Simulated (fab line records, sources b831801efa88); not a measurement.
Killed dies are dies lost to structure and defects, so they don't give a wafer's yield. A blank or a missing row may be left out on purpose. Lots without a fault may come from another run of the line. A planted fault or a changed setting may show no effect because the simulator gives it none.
Problem report in the 8D (eight disciplines) form, filled by code | flow gf180mcu | the parts of the form that need people (team, actions taken, sign-off) are left out

1. THE PROBLEM
temp_c at GF_SAB_WET_ETCH_12 reads a mean of 18.11 C on 3 wafers of 1 lot; wafers without a fault read 24.99 C with a standard deviation of 0.1. That is -69 standard deviations from the usual mean.
The step: etches SiO2 in dHF, target depth 22 nm, time 440 s.
First seen on wafer L666.1, day 16 13:07, on wet_bench-01. The record holds 15 wafers of 5 lots with a number at this step. Rule for "out", or "out of limits": more than 4 standard deviations from the usual mean. The other wafers with a number count as sound.

2. WHAT IT IS AND WHAT IT IS NOT
question                    | is                         | is not
which readings at this step | temp_c, bath_heat_duty_pct | -
which lots                  | L666                       | L663, L664, L679, L683
which wafers of those lots  | all that have a number     | -
read on which tools         | wet_bench-01               | wet_bench-02, wet_bench-03
when                        | from day 16 13:07          | up to then (6 sound wafers); but 6 sound wafers of L679, L683 came after

3. SUSPECTS, AND WHAT RULES EACH OUT
Counting: a tool at a process step up to the reading stays a suspect if it ran every lot that is out and no sound lot after the first of them.
- pecvd-01 at GF_SAB_CVD_00 (deposits SiO2 from TEOS, target thk 50 nm, time 4.858 s): ruled out as a lasting fault. Sound lots L683 ran on it after its first lot that is out, L666 (day 15 14:55).
- rie_diel-04 at GF_SAB_ETCH_11 (etches SiO2 in C4F8/O2/Ar, target depth 55 nm, time 8.5 s): ruled out as a lasting fault. Sound lots L679, L683 ran on it after its first lot that is out, L666 (day 16 13:05).
- wet_bench-01 at GF_SAB_WET_ETCH_12 (etches SiO2 in dHF, target depth 22 nm, time 440 s): kept. It ran the lot that is out, L666 (day 16 13:07), and no sound lot after that; its last sound lot up to then is L664 (day 15 22:46). Its own readings are out on those wafers: bath_heat_duty_pct, temp_c.
Left after counting: wet_bench-01 at GF_SAB_WET_ETCH_12.

4. THE CAUSE (what the simulator had put in)
Process parameter drift: wet_bench-01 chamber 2, from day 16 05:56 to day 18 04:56, at GF_SAB_WET_ETCH_12. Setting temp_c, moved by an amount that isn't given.
Counting left only this tool.

5. THE CHAIN OF EFFECTS, in route order
Each row: a reading whose mean over the struck wafers that have a number lies more than 3 standard deviations from the usual. Only readings for which the record gives a usual standard deviation are gone through. hours: the time from each lot's start at the first step in this table that gives one to its start at this step, as a median over the lots. sigmas: the change in usual standard deviations.
hours | step               | reading            | usual   | on struck wafers | change | sigmas
0     | GF_SAB_WET_ETCH_12 | bath_heat_duty_pct | 6.4 %   | 0.0              | -6.4   | -8.9
0     | GF_SAB_WET_ETCH_12 | temp_c             | 24.99 C | 18.11            | -6.88  | -69
The process steps in it:
- GF_SAB_WET_ETCH_12: etches SiO2 in dHF, target depth 22 nm, time 440 s.

6. WHAT WOULD HAVE CAUGHT IT SOONER
In this record the first reading out of limits was taken at day 16 13:07, 7 hours after the fault began at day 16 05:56.
